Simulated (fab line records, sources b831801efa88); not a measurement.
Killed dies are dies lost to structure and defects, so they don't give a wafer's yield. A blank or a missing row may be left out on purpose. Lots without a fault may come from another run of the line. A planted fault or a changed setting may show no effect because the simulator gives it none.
fab line records | flow sky130
record lots=11 wafers=33 last_day=50
route steps=708 shown LDD_HVN@274 SPACER@306 POLY_CUT@317 PAD_OPEN@708
lots that met no fault: from a run of the same line without faults
start_h: hours from the record's first day to the start of the lot's first wafer shown | wait_h: hours since the lot's step before | " the same as in the row above | L1.1+2: a row that stands for several wafers | - no value, or no start given | * or withheld: withheld | < > ~ a bound
route shown NAME@n: a module of which the file shows steps, and the number in the route of the first | usual: mean/standard deviation of fault-free wafers | same: alike in all rows | chamber/n: place in a boat | sites: the reading at each site | _std_site: their standard deviation | _edge_site: outer sites' mean less inner sites' | radius_mm: how far each site lies from the wafer's centre | mask NAME#n: copy n | behind: the tool/chamber that last shaped the wafer | hold: why the lot was held/for how many hours/how that ended | device: the transistor (n, p or np) that didn't switch | end of line: the same wafers' tests at the end of the route | a step without rows: its recipe alone | killed: dies lost to structure and defects at the first sort, not the wafer's yield | map: a wafer's dies, x killed, . not, _ none there
set.NAME: the setting as run; set.NAME@STEP: as run at that earlier step | model.NAME: the simulator's own value behind a step, which no gauge read
steps of the route over a sample of lots; a table a step, a row a wafer
services: from which hour (start_h, from the record's first day; less than 0 if before it) a tool's chamber was out of use, for how many hours, and why
## steps
# step SKY_LDD_HVN_OVL_MEAS_07
# usual LDD_HVN_OVL=0.6/1.5
# columns lot.wafer tool chamber start_h wait_h LDD_HVN_OVL[nm]
L655.1 overlay-01 - 449.98 0.1 0.7
L655.3 " - " " 1.4
L655.5 " - " " 1.4
L656.1 overlay-02 - 466.50 0.1 0.1
L656.3 " - " " -1.2
L656.4 " - " " 0.6
L659.2 overlay-01 - 521.91 0.1 -1.3
L659.3 " - " " -0.5
L659.4 " - " " -2.4
L665.1 overlay-01 - 547.80 0.1 1.1
L665.2 " - " " 0.7
L665.4 " - " " 2.1
L671.1 overlay-01 - 611.10 0.1 0.1
L671.2 " - " " -1.9
L671.4 " - " " -0.7
L673.1 overlay-01 - 623.64 0.1 -1.2
L673.4 " - " " -0.6
L673.6 " - " " -2.0
L672.2 overlay-01 - 628.54 0.1 -0.5
L672.3 " - " " 0.2
L672.5 " - " " 0.1
L674.1 overlay-01 - 635.69 0.1 -0.3
L674.4 " - " " 0.8
L674.6 " - " " 1.3
L676.2 overlay-01 - 637.15 0.1 1.2
L676.4 " - " " 0.9
L676.5 " - " " 2.6
L677.2 overlay-01 - 651.99 0.1 -1.3
L677.3 " - " " 0.1
L677.6 " - " " -1.2
L678.1 overlay-02 - 653.49 0.1 0.1
L678.2 " - " " 4.6
L678.3 " - " " 0.4
# step SKY_LDD_HVN_TW_MEAS_10
# usual LDD_HVN_TW=1444/17
# columns lot.wafer tool chamber start_h wait_h LDD_HVN_TW
L655.1 film_metro-02 - 450.27 0.1 1444
L655.3 " - " " 1444
L655.5 " - " " 1445
L656.1 film_metro-01 - 466.79 0.1 1452
L656.3 " - " " 1450
L656.4 " - " " 1456
L659.2 film_metro-02 - 522.20 0.1 1449
L659.3 " - " " 1453
L659.4 " - " " 1445
L665.1 film_metro-02 - 548.09 0.1 1460
L665.2 " - " " 1463
L665.4 " - " " 1456
L671.1 film_metro-01 - 611.39 0.1 1445
L671.2 " - " " 1448
L671.4 " - " " 1444
L673.1 film_metro-02 - 623.93 0.1 1470
L673.4 " - " " 1462
L673.6 " - " " 1465
L672.2 film_metro-03 - 628.83 0.1 1423
L672.3 " - " " 1430
L672.5 " - " " 1436
L674.1 film_metro-01 - 635.98 0.1 1440
L674.4 " - " " 1440
L674.6 " - " " 1453
L676.2 film_metro-02 - 637.44 0.1 1462
L676.4 " - " " 1460
L676.5 " - " " 1461
L677.2 film_metro-03 - 652.28 0.1 1430
L677.3 " - " " 1427
L677.6 " - " " 1428
L678.1 film_metro-01 - 653.78 0.1 1431
L678.2 " - " " 1435
L678.3 " - " " 1441
# step SKY_SPACER_ETCHBACK_02
# recipe chemistry=CH3F/O2 target=Si3N4 stop_on=SiO2 source_w=400 bias_w=80 pressure_mtorr=25 ch3f_flow_sccm=40 O2_flow_sccm=30 time_s=46.7 target_depth_a=450
# usual O2_flow_sccm=29.99/0.091 drypump_motor_current_A=5.72/0.28 oes_product_au=0.855/0.0055 throttle_valve_pct=10.563/0.0097
# columns lot.wafer tool chamber start_h wait_h O2_flow_sccm drypump_motor_current_A oes_product_au rf_hours_counter_h throttle_valve_pct
L655.1 rie_diel-02 2 515.24 0.1 30.02 5.72 0.857 7 10.573
L655.3 " 1 " " 30.07 5.43 0.858 74 10.557
L655.5 " 1 " " 30.04 5.44 0.869 - 10.546
L656.1 rie_diel-04 3 530.29 0.1 29.98 5.97 0.860 12 10.561
L656.3 " 1 " " 30.15 5.70 0.867 4 10.537
L656.4 " 0 " " 30.09 5.82 0.866 55 10.567
L659.2 rie_diel-04 0 585.29 0.0 29.96 5.80 0.858 56 10.574
L659.3 " 3 " " 30.09 5.96 0.854 13 10.574
L659.4 " 1 " " 29.92 5.74 0.858 5 10.562
L665.1 rie_diel-02 0 608.71 0.1 29.99 5.70 0.859 17 10.567
L665.2 " 3 " " 29.96 5.30 0.857 7 10.565
L665.4 " 2 " " 29.93 5.70 0.862 - 10.557
L671.1 rie_diel-01 1 671.21 0.1 30.01 5.72 0.846 18 10.557
L671.2 " 3 " " 29.98 6.36 0.853 9 10.576
L671.4 " 0 " " 29.85 5.78 0.848 0 10.566
L673.1 rie_diel-04 1 683.26 0.1 29.92 5.71 0.858 7 10.563
L673.4 " 3 " " 30.07 5.97 0.852 - 10.564
L673.6 " 1 " " 29.88 5.72 0.860 - 10.557
L672.2 rie_diel-04 1 687.21 0.0 30.08 5.68 0.854 7 10.583
L672.3 " 3 " " 29.89 5.98 0.857 15 10.561
L672.5 " 2 " " 30.05 5.99 0.850 - 10.562
L674.1 rie_diel-04 0 695.78 0.1 29.90 5.84 0.852 0 10.573
L674.4 " 2 " " 29.89 5.96 0.859 24 10.572
L674.6 " 1 " " 30.03 5.72 0.856 - 10.566
L676.2 rie_diel-02 1 695.78 0.0 29.99 5.45 0.847 2 10.556
L676.4 " 0 " " 29.93 5.64 0.850 19 10.558
L676.5 " 1 " " 29.91 5.46 0.856 - 10.558
L677.2 rie_diel-02 2 709.24 0.0 29.98 5.77 0.856 10 10.561
L677.3 " 0 " " 29.92 5.63 0.852 19 10.578
L677.6 " 0 " " 30.01 5.62 0.856 - 10.574
L678.1 rie_diel-04 0 712.86 0.1 29.96 5.77 0.849 0 10.565
L678.2 " 3 " " 30.06 5.97 0.848 15 10.570
L678.3 " 2 " " 30.00 6.00 0.852 24 10.558
# step SKY_POLY_CUT_ETCH_10
# recipe chemistry=N2/H2 target=BARC ion_energy_ev=200 source_w=500 bias_w=100 pressure_mtorr=30 n2_flow_sccm=100 h2_flow_sccm=200 stop_on=SiO2 time_s=45.9 target_depth_a=600
# usual drypump_motor_current_A=5.8/0.3 oes_product_au=0.854/0.005 throttle_valve_pct=13.225/0.0087
# columns lot.wafer tool chamber start_h wait_h drypump_motor_current_A oes_product_au rf_hours_counter_h throttle_valve_pct
L655.1 rie_diel-04 3 545.33 0.0 6.0 0.852 13 13.230
L655.3 " 2 " " 6.0 0.850 21 13.233
L655.5 " 0 " " 5.8 0.857 - 13.227
L656.1 rie_diel-02 3 560.15 0.0 5.3 0.851 6 13.228
L656.3 " 2 " " 5.8 0.852 7 13.218
L656.4 " 0 " " 5.6 0.851 16 13.217
L659.2 rie_diel-03 3 614.39 0.0 5.7 0.862 10 13.223
L659.3 " 0 " " 6.7 0.856 18 13.219
L659.4 " 2 " " 6.0 0.857 53 13.238
L665.1 rie_diel-02 2 638.18 0.0 5.7 0.852 9 13.231
L665.2 " 3 " " 5.3 0.858 7 13.220
L665.4 " 1 " " 5.4 0.853 1 13.226
L671.1 rie_diel-04 2 698.90 0.0 6.0 0.850 24 13.225
L671.2 " 3 " " 6.0 0.853 15 13.228
L671.4 " 0 " " 5.8 0.852 0 13.224
L673.1 rie_diel-02 3 711.20 0.0 5.3 0.870 9 13.216
L673.4 " 1 " " 5.4 0.854 2 13.217
L673.6 " 3 " " 5.3 0.852 - 13.227
L672.2 rie_diel-04 1 715.19 0.0 5.7 0.855 8 13.211
L672.3 " 2 " " 6.0 0.855 24 13.223
L672.5 " 2 " " 6.0 0.846 - 13.222
L674.1 rie_diel-03 2 724.19 0.0 6.0 0.853 0 13.238
L674.4 " 0 " " 6.7 0.852 20 13.230
L674.6 " 2 " " 6.0 0.856 - 13.213
L676.2 rie_diel-04 1 724.38 0.0 5.7 0.849 8 13.229
L676.4 " 2 " " 6.0 0.854 24 13.221
L676.5 " 0 " " 5.9 0.855 - 13.240
L677.2 rie_diel-04 3 737.43 0.0 6.0 0.856 15 13.232
L677.3 " 0 " " 5.8 0.853 1 13.219
L677.6 " 3 " " 6.0 0.862 - 13.235
L678.1 rie_diel-03 3 741.66 0.0 5.7 0.865 13 13.207
L678.2 " 2 " " 6.0 0.851 1 13.235
L678.3 " 1 " " 5.3 0.868 21 13.226
# step SKY_POLY_CUT_STRIP_12
# recipe chemistry=O2/N2 power_w=1400 pressure_mtorr=1500 platen_temp_c=withheld o2_flow_sccm=3000 n2_flow_sccm=300 overash_fraction=0.5
# usual drypump_motor_current_A=5.6/0.37 oes_product_au=0.452/0.005 strip_time_to_endpoint_s=5.358/0.015
# columns lot.wafer tool chamber start_h wait_h drypump_motor_current_A oes_product_au rf_hours_counter_h strip_time_to_endpoint_s
L655.1 plasma_asher-04 1 545.41 0.0 5.5 0.444 72 5.359
L655.3 " 1 " " 5.4 0.458 - 5.361
L655.5 " 1 " " 5.5 0.459 - 5.379
L656.1 plasma_asher-03 0 560.23 0.0 5.6 0.447 88 5.369
L656.3 " 0 " " 5.6 0.455 - 5.356
L656.4 " 1 " " 5.8 0.448 - 5.327
L659.2 plasma_asher-03 0 614.47 0.0 5.6 0.451 95 5.347
L659.3 " 0 " " 5.6 0.454 - 5.373
L659.4 " 1 " " 5.8 0.455 - 5.356
L665.1 plasma_asher-02 0 638.26 0.0 5.1 0.456 49 5.355
L665.2 " 1 " " 5.8 0.461 49 5.408
L665.4 " 0 " " 5.1 0.446 - 5.364
L671.1 plasma_asher-02 1 698.98 0.0 5.8 0.457 55 5.344
L671.2 " 0 " " 5.1 0.455 55 5.321
L671.4 " 1 " " 5.8 0.442 - 5.343
L673.1 plasma_asher-02 0 711.28 0.0 5.1 0.457 56 5.369
L673.4 " 0 " " 5.1 0.454 - 5.357
L673.6 " 1 " " 5.8 0.449 - 5.362
L672.2 plasma_asher-03 1 715.27 0.0 5.9 0.464 105 5.378
L672.3 " 0 " " 5.6 0.453 - 5.378
L672.5 " 1 " " 5.8 0.456 - 5.385
L674.1 plasma_asher-02 1 724.27 0.0 5.8 0.450 57 5.356
L674.4 " 0 " " 5.1 0.445 - 5.371
L674.6 " 1 " " 5.8 0.458 - 5.327
L676.2 plasma_asher-03 0 724.46 0.0 5.6 0.458 106 5.351
L676.4 " 1 " " 5.9 0.453 - 5.361
L676.5 " 0 " " 5.6 0.449 - 5.359
L677.2 plasma_asher-04 1 737.51 0.0 5.5 0.450 92 5.357
L677.3 " 1 " " 5.5 0.454 - 5.354
L677.6 " 0 " " 6.4 0.450 - 5.368
L678.1 plasma_asher-02 1 741.74 0.0 5.8 0.445 59 5.375
L678.2 " 0 " " 5.1 0.459 59 5.406
L678.3 " 1 " " 5.7 0.453 - 5.391
# step SKY_PAD_OPEN_PROBE_99
# usual killed_at_M0_to_M3=43/7 killed_at_M4_up=3.4/1.9 killed_at_contacts=24/5.4 killed_at_front_end=15/4.4 killed_at_other=0.4/0.63 killed_dies=86/9.1 killed_open=46/6.6 killed_short=39/6.6
# same gross_dies=492 killed_at_back_side=0
# columns lot.wafer tool chamber start_h wait_h killed_at_M0_to_M3 killed_at_M4_up killed_at_contacts killed_at_front_end killed_at_other killed_dies killed_open killed_short
L672.2 prober-01 - 1183.00 0.1 41 5 16 12 0 74 48 26
# killed by level:class
L672.2 VIA2:geometric_particle:open=12 VIA1:geometric_particle:open=12 LI_CONTACT:geometric_particle:open=6 CONTACT:geometric_particle:open=6 METAL4:geometric_particle:short=3 LOCAL_INTERCONNECT:geometric_particle:short=3 VIA1:geometric_particle:short=3 METAL2:geometric_particle:short=3
## services
# columns tool chamber start_h hours kind
rie_diel-01 - 533.24 1.2 repair
plasma_asher-02 - 550.15 2.8 pm
plasma_asher-02 - 562.79 19.4 pm
rie_diel-01 - 572.31 14.6 pm
rie_diel-02 1 585.77 - clean
rie_diel-02 1 585.77 23.8 scheduled_down
rie_diel-02 1 585.77 23.8 vent_cycle
rie_diel-04 3 631.25 4.8 repair
plasma_asher-02 - 640.53 1.0 repair
rie_diel-04 3 641.04 4.5 repair
rie_diel-01 0 641.22 - clean
rie_diel-01 0 641.22 19.4 scheduled_down
rie_diel-01 0 641.22 19.4 vent_cycle
rie_diel-02 2 657.01 15.1 repair
rie_diel-04 0 668.08 - clean
rie_diel-04 0 668.08 16.9 scheduled_down
rie_diel-04 0 668.08 16.9 vent_cycle
rie_diel-03 2 696.60 - clean
rie_diel-03 2 696.60 21.6 scheduled_down
rie_diel-03 2 696.60 21.6 vent_cycle
rie_diel-01 2 698.77 8.5 repair
plasma_asher-03 - 733.75 9.0 pm
plasma_asher-03 0 733.75 9.0 vent_cycle
plasma_asher-03 1 733.75 9.0 vent_cycle
## key
first_sign step=SKY_POLY_CUT_STRIP_12 reading=strip_time_to_endpoint_s direction=up sigmas=3.3 usual=* struck=*
effect none on later readings
met_at SKY_POLY_CUT_ETCH_10
struck_lots L665
struck_wafers L665.2
tester_left_out L665
not_acting_at SKY_LDD_HVN_OVL_MEAS_07,SKY_LDD_HVN_TW_MEAS_10,SKY_SPACER_ETCHBACK_02
onset_between 560.15 638.18
fault kind=process_parameter_drift tool=rie_diel-02 chamber=- onset_h=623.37 steps=SKY_POLY_CUT_ETCH_10 channel=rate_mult offset=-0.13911 shape=step end_h=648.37 scope=struck_wafers_only
# tester_left_out: of these lots the tester's yield and bins aren't shown, on N5 and GAA mostly nor the transistor test; their killed dies are dies lost to structure and defects alone, not to doping, threshold or leakage, so they don't give the yield
